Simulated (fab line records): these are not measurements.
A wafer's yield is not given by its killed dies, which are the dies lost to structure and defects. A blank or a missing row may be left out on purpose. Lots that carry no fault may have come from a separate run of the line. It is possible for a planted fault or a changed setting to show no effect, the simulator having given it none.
Chamber matching | flow gf180mcu | GF_V3_CVD_00 on hdpcvd-01: 3 sister chambers
The step deposits SiO2, target thk 600 nm, time 100 s. 6 wafers are shown with their chamber, then 7 later ones without.

WAFERS PAIRED WITH THEIR CHAMBERS
wafer  | chamber | sih4FlowSccm (sccm)
L978.1 | 0       | 59.98
L978.6 | 0       | 59.94
L983.4 | 2       | 60.09
L983.6 | 1       | 59.97
L985.1 | 2       | 60.03
L985.5 | 1       | 59.94

WAFERS WITHOUT THEIR CHAMBER
wafer  | sih4FlowSccm (sccm)
L985.6 | 60.05
L996.4 | 59.94
L996.5 | 59.88
L996.6 | 60.20
L997.2 | 60.28
L997.3 | 60.14
L997.6 | 59.80

WHICH CHAMBER EACH WENT THROUGH
wafer  | from the rows above     | in truth
L985.6 | 2                       | 2
L996.4 | can't be placed: 1 or 0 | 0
L996.5 | can't be placed: 1 or 0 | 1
L996.6 | 2                       | 2
L997.2 | 2                       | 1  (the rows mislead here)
L997.3 | 2                       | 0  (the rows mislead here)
L997.6 | can't be placed: 1 or 0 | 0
Correct placement for 2 of the 7. These rows do not allow placing 3 (true chamber among the candidates in 3). 2 placed wrongly.
How it was worked out, from the rows above alone: a wafer's distance from a chamber is the root of the sum, over the readings, of the square of ((its reading less the chamber's mean) divided by the reading's scatter). The wafer belongs to the nearest chamber; if the next one is less than 2 further off, it can't be placed. Each chamber's mean is taken over the wafers shown for it. The scatter: the root of (the sum of the squares of (reading less its chamber's mean) over the shown wafers, divided by (wafers less chambers)).
